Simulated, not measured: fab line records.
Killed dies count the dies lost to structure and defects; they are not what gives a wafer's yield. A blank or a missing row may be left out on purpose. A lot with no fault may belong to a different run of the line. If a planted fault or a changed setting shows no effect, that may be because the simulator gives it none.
Problem report, 8D (eight disciplines) form, completed by code / flow gf180mcu / the parts of the form that need people (team, actions taken, sign-off) are left out

## 1. PROBLEM STATEMENT
Mean PASSIVATION_CVD_00_THK at GF_PASSIVATION_THK_MEAS_01: 1590 nm over 2 wafers in 2 lots; fault-free wafers: 993 nm, standard deviation 18. That puts it +33 standard deviations away from the usual mean.
First seen on wafer L158.4, day 33 17:47, on film_metro-02. At this step, 36 wafers from 12 lots have a number in the record. Rule for "out", or "out of limits": more than 4 standard deviations from the usual mean. Any other wafer with a number is counted as sound.

## 2. WHAT IT IS, AND WHAT IT ISN'T
question=which readings at this step | is=PASSIVATION_CVD_00_THK | is not=-
question=which lots | is=L158, L162 | is not=L139, L140, L141, L142, L145, L146, L147, L149, L151, L154
question=which wafers of those lots | is=L158.4, L162.5 | is not=L158.5, L158.6, L162.1, L162.3
question=read on which gauges | is=film_metro-02, film_metro-03 | is not=film_metro-01
question=when | is=from day 33 17:47 | is not=up to then (32 sound wafers); but 2 sound wafers of L162 came after

## 3. THE SUSPECTS, EACH WITH WHAT RULES IT OUT
Counting: any tool at a process step up to the reading remains a suspect provided it ran every lot that is out. Sound lots after the first of them don't rule it out here, since some wafers of a struck lot are sound.
- the gauge at GF_PASSIVATION_THK_MEAS_01: ruled out. 2 gauges (film_metro-02, film_metro-03) read the wafers that are out.
- pecvd-01 at GF_PASSIVATION_CVD_00 (deposits SiO2 from TEOS, target thk 1000 nm, time 111.95 s): kept. Ran every lot that is out, first one L158 (day 33 17:43); last sound lot up to then L146 (day 30 10:38). Its own readings are out on those wafers: run_length_s.
- Within pecvd-01 at GF_PASSIVATION_CVD_00: the wafers that are out ran in chamber 0; their sound lot-mates ran in chambers 1, 2.
Left after counting: pecvd-01 at GF_PASSIVATION_CVD_00.

## 4. THE CAUSE (what the simulator had put in)
pecvd-01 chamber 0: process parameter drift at GF_PASSIVATION_CVD_00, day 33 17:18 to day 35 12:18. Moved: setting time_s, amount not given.
Only this tool survived the counting.

## 5. SEQUENCE OF EFFECTS, ordered by route
Each row: a reading whose mean over the struck wafers that have a number lies more than 3 standard deviations from the usual. Only readings whose record carries a usual standard deviation are examined. hours: median over the lots of the time between each lot's start at the first step of this table that gives one and its start at this step. sigmas: the change, counted in usual standard deviations.
hours=0; step=GF_PASSIVATION_CVD_00; reading=run_length_s; usual=139.8 s; on struck wafers=203.3; change=+63.5; sigmas=+99 or more
hours=0; step=GF_PASSIVATION_THK_MEAS_01; reading=PASSIVATION_CVD_00_THK; usual=993 nm; on struck wafers=1590; change=+597; sigmas=+33
It contains these process steps:
- GF_PASSIVATION_CVD_00: deposits SiO2 from TEOS, target thk 1000 nm, time 111.95 s.

## 6. HOW IT WOULD HAVE BEEN CAUGHT EARLIER
0 hours passed between the start of the fault at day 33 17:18 and the first reading out of limits at a measuring or inspecting step in this record, taken at day 33 17:47.
Tool's own readings at GF_PASSIVATION_CVD_00, run_length_s: out on all struck wafers the step has rows for; an alarm limit on them would have tripped on the first.
Among the 2 lots that are out, L162 began GF_PASSIVATION_CVD_00 on pecvd-01 after day 33 17:47. Holding the tool at that time would have saved it.
